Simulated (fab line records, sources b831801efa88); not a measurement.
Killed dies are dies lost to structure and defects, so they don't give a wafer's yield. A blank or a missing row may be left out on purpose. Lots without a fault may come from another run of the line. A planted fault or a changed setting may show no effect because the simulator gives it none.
A struck lot beside a sound one | flow sky130 | 16 steps out of a route of 708
Sound: wafers L309.1, L309.5, L309.6. Struck: wafer L321.2. (L321.3, L321.5 of the same lot were not struck and are left out.) The cause comes at the end.
At each step with rows: each side's tool, then ch and its chambers, then its first start. Under that, the readings that differ: sound wafers | struck wafers | difference of the means | sigmas: that difference in standard deviations of wafers without a fault.
alike: readings whose means differ by less than 2 such deviations, and words and numbers that are the same on both sides. not compared: withheld readings, readings that some wafer has no value for, bounds like >300 that may hide the same value, and numbers for which the record gives no deviation and whose values overlap.
The two part at a step that has a row with sigmas, a row that says differs or no value, or rows on one side only. Numbers that don't overlap but have no deviation are shown without sigmas and don't part them. A reading that every wafer of one side lacks parts them only if that side has two wafers or more.

SKY_VIA3_CMP_02: polishes SiO2.
  sound on cmp-02 ch 1,2,3, day 38 21:31; struck on cmp-02 ch 1, day 42 22:32
  alike: edge_zone_pressure_frac, motor_current_A
SKY_VIA3_BOW_MEAS_03:
  sound on film_metro-02, day 38 21:43; struck on film_metro-01, day 42 22:49
  alike: VIA3_BOW
then, 8 steps without rows for these wafers: SKY_VIA3_DEHYDRATE_04 (time 60 s); SKY_VIA3_HMDS_05 (prime time 60 s); SKY_VIA3_COAT_06 (resist thk 60 nm); SKY_VIA3_COAT_07 (resist thk 450 nm); SKY_VIA3_SOFTBAKE_08 (time 90 s); SKY_VIA3_EXPOSE_09 (exposes mask VIM3, target cd 200 nm); SKY_VIA3_PEB_10; SKY_VIA3_DEVELOP_11 (develop time 60 s).
SKY_VIA3_CD_MEAS_12: target cd 200 nm.
  sound on cd_sem-02, day 39 23:00; struck on cd_sem-01, day 43 21:38
  alike: cd_nm
SKY_VIA3_OVL_MEAS_13:
  sound on overlay-01, day 39 23:07; struck on overlay-02, day 43 21:44
  alike: VIA3_OVL
SKY_VIA3_ETCH_14: etches BARC in N2/H2, stops on SiO2, time 45.9 s, target depth 60 nm.
  sound on rie_diel-02 ch 0,2,3, day 39 23:10; struck on rie_diel-02 ch 0, day 43 21:46
  reading                                     | sound             | struck | difference | sigmas
  oes_product_au (a.u.)                       | 0.851 0.848 0.854 | 0.801  | -0.050     | -11
  model.KrF-thick_of_VIA3_COAT_07.thk_nm (nm) | 392.4 392.4 392.7 | 406.7  | +14.2      |
  model.etch.depth_nm (nm)                    | 59.66 59.72 59.76 | 53.19  | -6.52      |
  model.VIA3.cd_nm (nm)                       | 198.8 199.8 198.8 | 198.6  | -0.5       |
  alike: drypump_motor_current_A, h2_flow_sccm, throttle_valve_pct
  not compared: rf_hours_counter_h
SKY_VIA3_ETCH_15: etches SiO2 in C4F8/O2/Ar, stops on TiN, target depth 507 nm, time 78 s.
  sound on rie_diel-02 ch 0,2,3, day 39 23:12; struck on rie_diel-02 ch 0, day 43 21:49
  reading                                     | sound             | struck | difference | sigmas
  oes_product_au (a.u.)                       | 0.952 0.950 0.940 | 0.376  | -0.571     | -99 or more
  model.KrF-thick_of_VIA3_COAT_07.thk_nm (nm) | 290.1 290.9 291.4 | 304.5  | +13.7      |
  not compared: rf_hours_counter_h
SKY_VIA3_STRIP_16: strips in O2/N2.
  sound on plasma_asher-03 ch 0,1, day 39 23:16; struck on plasma_asher-03 ch 0, day 43 21:52
  reading                      | sound             | struck | difference | sigmas
  strip_time_to_endpoint_s (s) | 4.111 4.124 4.127 | 4.286  | +0.165     | +7
  alike: drypump_motor_current_A, oes_product_au
  not compared: rf_hours_counter_h
then, 1 step without rows for these wafers: SKY_VIA3_STRIP_17 (strips in post etch residue remover, time 1200 s).

WHERE THEY PART
First at SKY_VIA3_ETCH_14; last, within this record, at SKY_VIA3_STRIP_16.

WHY: what the simulator had put in
Process parameter drift: rie_diel-02, from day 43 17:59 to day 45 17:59, at SKY_VIA3_ETCH_14. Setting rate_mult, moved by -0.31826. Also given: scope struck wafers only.
